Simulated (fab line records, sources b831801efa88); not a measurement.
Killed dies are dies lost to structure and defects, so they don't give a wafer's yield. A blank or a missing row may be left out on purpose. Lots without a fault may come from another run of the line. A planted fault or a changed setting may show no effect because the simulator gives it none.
Problem report in the 8D (eight disciplines) form, filled by code | flow gf180mcu | the parts of the form that need people (team, actions taken, sign-off) are left out

1. THE PROBLEM
HV_LDD_4_TW at GF_HV_LDD_TW_MEAS_50 reads a mean of 30 on 6 wafers of 2 lots; wafers without a fault read 566 with a standard deviation of 5. That is -99 or more standard deviations from the usual mean.
First seen on wafer L837.1, day 16 21:54, on film_metro-01. The record holds 42 wafers of 14 lots with a number at this step. Rule for "out", or "out of limits": more than 4 standard deviations from the usual mean. The other wafers with a number count as sound.

2. WHAT IT IS AND WHAT IT IS NOT
question                    | is                     | is not
which readings at this step | HV_LDD_4_TW            | -
which lots                  | L837, L840             | L827, L830, L831, L832, L833, L835, L836, L845, L846, L847, L848, L849
which wafers of those lots  | all that have a number | -
read on which gauges        | film_metro-01          | film_metro-03, film_metro-04
when                        | from day 16 21:54      | up to then (21 sound wafers); but 15 sound wafers of L845, L846, L847, L848, L849 came after

3. SUSPECTS, AND WHAT RULES EACH OUT
Counting: a tool at a process step up to the reading stays a suspect if it ran every lot that is out and no sound lot after the first of them.
- the gauge at GF_HV_LDD_TW_MEAS_50: kept. All the wafers that are out were read on film_metro-01, and no step on other tools shows them out.
- implanter-02 at GF_HV_LDD_IMPLANT_48: ruled out as a lasting fault. Sound lots L845, L848, L849 ran on it after its first lot that is out, L837 (day 16 21:39).
Left after counting: film_metro-01 at GF_HV_LDD_TW_MEAS_50.

4. THE CAUSE (what the simulator had put in)
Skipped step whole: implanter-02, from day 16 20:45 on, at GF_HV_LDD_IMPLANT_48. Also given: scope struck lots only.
Counting ruled it out, wrongly: the rule takes a fault to strike every lot that its tool runs from its start on, and this one did not.

5. THE CHAIN OF EFFECTS, in route order
Each row: a reading whose mean over the struck wafers that have a number lies more than 3 standard deviations from the usual. Only readings for which the record gives a usual standard deviation are gone through. hours: the time from each lot's start at the first step in this table that gives one to its start at this step, as a median over the lots. sigmas: the change in usual standard deviations.
hours | step                 | reading     | usual | on struck wafers | change | sigmas
0     | GF_HV_LDD_TW_MEAS_50 | HV_LDD_4_TW | 566   | 30               | -536   | -99 or more
Readings that are blank on the struck wafers while sound wafers have them: beam_energy_keV at GF_HV_LDD_IMPLANT_48; beam_on_s at GF_HV_LDD_IMPLANT_48.

6. WHAT WOULD HAVE CAUGHT IT SOONER
In this record the first reading out of limits at a measuring or inspecting step was taken at day 16 21:54, 1 hour after the fault began at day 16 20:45.
At GF_HV_LDD_IMPLANT_48 the tool's readings are blank on the struck wafers, where sound wafers have them: an empty tool record is the first sign, and it was there at once.
